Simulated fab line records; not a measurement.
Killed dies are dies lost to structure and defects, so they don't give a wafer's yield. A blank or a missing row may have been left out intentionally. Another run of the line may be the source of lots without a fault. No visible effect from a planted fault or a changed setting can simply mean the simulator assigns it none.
Comparing a struck lot with a sound one	flow sky130	32 steps out of a route of 708
Sound: these wafers, L908.1, L908.5, L908.6. Wafers struck: L904.1, L904.3, L904.6. The cause comes at the end.
At each step with rows: each side's tool, then ch and its chambers, then its first start. Under that, the readings that differ: sound wafers	struck wafers	difference of the means	sigmas: that difference in standard deviations of wafers without a fault.
alike: words and numbers the same on both sides, and readings whose means are apart by under 2 such deviations; not compared: readings that were withheld, readings missing a value for some wafer, numbers with overlapping values and no deviation given by the record, and bounds like >300 which may hide the same value.
Wherever a step has rows on one side only, a row that says differs or no value, or a row with sigmas, the two part there. Numbers that don't overlap but have no deviation are shown without sigmas and don't part them. A reading that every wafer of one side lacks parts them only if that side has two wafers or more.

SKY_PWDE_OVL_MEAS_07:
  sound on overlay-02, day 7 15:40; struck on overlay-02, day 6 14:52
  alike: PWDE_OVL
after that, 1 step had no rows for these wafers: SKY_PWDE_IMPLANT_08.
SKY_PWDE_STRIP_09: strips in O2/N2.
  sound on plasmaAsher-02 ch 0,1, day 7 15:50; struck on plasmaAsher-01 ch 0,1, day 6 15:02
  alike: drypumpMotorCurrentA, oesProductAu, stripTimeToEndpointS
  not compared: rfHoursCounterH
SKY_PWDE_TW_MEAS_10:
  sound on filmMetro-03, day 7 15:56; struck on filmMetro-03, day 6 15:08
  alike: PWDE_TW
then, 7 steps without rows for these wafers: SKY_NWELL_DEHYDRATE_03 (time 60 s); SKY_NWELL_HMDS_04 (prime time 60 s); SKY_NWELL_COAT_05 (resist thk 3000 nm); SKY_NWELL_SOFTBAKE_06; SKY_NWELL_EXPOSE_07 (exposes mask NWM, target cd 840 nm); SKY_NWELL_PEB_08; SKY_NWELL_DEVELOP_09 (develop time 60 s).
SKY_NWELL_OVL_MEAS_10:
  sound on overlay-01, day 8 11:55; struck on overlay-02, day 7 09:50
  alike: NWELL_00_OVL
SKY_NWELL_IMPLANT_11:
  sound on implanter-04 ch 0, day 8 11:57; struck on implanter-02 ch 0, day 7 09:53
reading	sound	struck	difference	sigmas
beamEnergyKeV	400.04 400.03 400.16	307.88 307.67 307.86	-92.27	-99 or more
model.implant.rpNm (nm)	497.4 497.4 497.4	386.8 386.8 386.8	-110.6	
model.implant.drpNm (nm)	116.9 116.9 116.9	103 103 103	-14	
  alike: faradayCurrentUA
then, 2 steps without rows for these wafers: SKY_NWELL_IMPLANT_12; SKY_NWELL_IMPLANT_13.
SKY_NWELL_STRIP_14: strips in O2/N2.
  sound on plasmaAsher-04 ch 0,1, day 8 12:24; struck on plasmaAsher-03 ch 0,1, day 7 10:20
  alike: drypumpMotorCurrentA, oesProductAu, stripTimeToEndpointS
  not compared: rfHoursCounterH
SKY_NWELL_TW_MEAS_15:
  sound on filmMetro-02, day 8 12:30; struck on filmMetro-02, day 7 10:26
reading	sound	struck	difference	sigmas
NWELL_TW	1820 1815 1818	1769 1760 1772	-51	-6
then, 7 steps without rows for these wafers: SKY_NWELL_DEHYDRATE_16 (time 60 s); SKY_NWELL_HMDS_17 (prime time 60 s); SKY_NWELL_COAT_18 (resist thk 3000 nm); SKY_NWELL_SOFTBAKE_19; SKY_NWELL_EXPOSE_20 (exposes mask NWM COMPLEMENT, target cd 840 nm); SKY_NWELL_PEB_21; SKY_NWELL_DEVELOP_22 (develop time 60 s).
SKY_NWELL_OVL_MEAS_23:
  sound on overlay-01, day 9 10:15; struck on overlay-02, day 8 05:58
reading	sound	struck	difference	sigmas
NWELL_01_OVL (nm)	-1.2 -0.2 -0.9	1.9 2.3 1.9	+2.8	+2
after that, 1 step had no rows for these wafers: SKY_NWELL_IMPLANT_24.
SKY_NWELL_STRIP_25: strips in O2/N2.
  sound on plasmaAsher-04 ch 0,1, day 9 10:26; struck on plasmaAsher-01 ch 0,1, day 8 06:09
  alike: drypumpMotorCurrentA, oesProductAu, stripTimeToEndpointS
  not compared: rfHoursCounterH
SKY_NWELL_TW_MEAS_26:
  sound on filmMetro-02, day 9 10:32; struck on filmMetro-02, day 8 06:15
  alike: NWELL_2_TW
then, 1 step without rows for these wafers: SKY_NWELL_CLEAN_27 (cleans in SC1/SC2, time 150 s).
SKY_NWELL_RTA_28: time 30 s.
  sound on rtpAnneal-01 ch 0, day 9 10:39; struck on rtpAnneal-02 ch 0, day 8 06:22
  alike: lampPowerPct, wafer_temp_C_max
SKY_NWELL_RS_MEAS_29: uses a four-point probe to measure.
  sound on filmMetro-02, day 9 10:45; struck on filmMetro-01, day 8 06:28
reading	sound	struck	difference	sigmas
NWELL_RS (ohm/sq)	625.2 625.9 625.9	668.1 667.2 666.1	+41.5	+28
-- the record jumps here: 41 days lie between the struck wafers' starts before and after (it left off in module NWELL and takes up again in module PAD_OPEN, whose first step shown is number 708 of the route) --
SKY_PAD_OPEN_PROBE_99:
  sound on prober-02, day 49 22:35; struck on prober-02, day 49 04:22
reading	sound	struck	difference	sigmas
killedAtOther	0 0 0	2 1 2	+2	+3
model.etest.pfet_16v.rOnOhmUm	1.481e+04 1.495e+04 1.538e+04	1.719e+04 1.655e+04 1.681e+04	+1.803e+03	
model.etest.resNwell.lineOhmUm	1105 1121 1156	2703 2466 2484	+1424	
model.etest.resNwell.rsOhmSq	916.1 934.9 954.2	2113 1920 1967	+1065	
model.etest.nfet_16v.rOnOhmUm	1.395e+04 1.402e+04 1.421e+04	1.552e+04 1.507e+04 1.508e+04	+1.163e+03	
model.etest.pfetG5v0d10v5.rOnOhmUm	4763 4768 4855	5039 5052 5052	+252	
model.etest.tip_p_5v.rsOhmSq	2852 2865 2835	3176 3183 3170	+326	
model.etest.tipP.rsOhmSq	6991 6868 6930	7278 7210 7288	+329	
model.etest.resIsoPwell.widthNm (nm)	2668 2663 2642	2715 2704 2694	+47	
  alike: killed_at_M0_to_M3, killed_at_M4_up, killedAtContacts, killedAtFrontEnd, killedDies, killedOpen, killedShort

## WHERE THEY PART
At SKY_NWELL_IMPLANT_11 first; at SKY_PAD_OPEN_PROBE_99 last (within this record only).

WHY: whatever the simulator had introduced
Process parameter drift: implanter-02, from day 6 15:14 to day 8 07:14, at SKY_NWELL_IMPLANT_11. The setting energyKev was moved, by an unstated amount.
